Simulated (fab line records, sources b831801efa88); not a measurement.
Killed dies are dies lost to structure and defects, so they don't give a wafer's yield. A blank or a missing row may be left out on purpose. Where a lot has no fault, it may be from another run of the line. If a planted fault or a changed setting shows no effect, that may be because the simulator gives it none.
Matching of chambers -- flow gf180mcu -- pecvd-02 running GF_PASSIVATION_CVD_02: 3 sister chambers
The step deposits Si3N4, target thk 700 nm, time 486.18 s. 3 wafers are shown with their chamber, then 11 later ones without.

WAFERS WITH THEIR CHAMBER
wafer,chamber,heater-power-w (W)
L090.1,2,732
L090.5,1,546
L091.3,0,899

WAFERS WITH NO CHAMBER GIVEN
wafer,heater-power-w (W)
L091.5,570
L091.6,941
L092.1,563
L092.2,719
L092.6,911
L095.2,605
L095.4,480
L095.5,895
L097.1,685
L097.2,932
L097.4,710

THE CHAMBER EACH PASSED THROUGH
wafer,from the rows above,in truth
L091.5,1,1
L091.6,0,0
L092.1,1,1
L092.2,2,2
L092.6,0,0
L095.2,can't be placed: 1 or 2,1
L095.4,1,1
L095.5,0,0
L097.1,2,2
L097.2,0,0
L097.4,2,2
10 of 11 placed correctly. Can't be placed from these rows: 1 (the true chamber is among the candidates in 1). Placed wrongly: 0.
How it was worked out, from the rows above alone: a wafer's distance from a chamber is the root of the sum, over the readings, of the square of ((its reading less the chamber's mean) divided by the reading's scatter). The wafer belongs to the nearest chamber; if the next one is less than 2 further off, it can't be placed. Each chamber's mean is taken over the wafers shown for it. The scatter (one wafer shown for each chamber): square how far every hidden wafer sits from the nearest shown wafer, average those squares and take the square root.
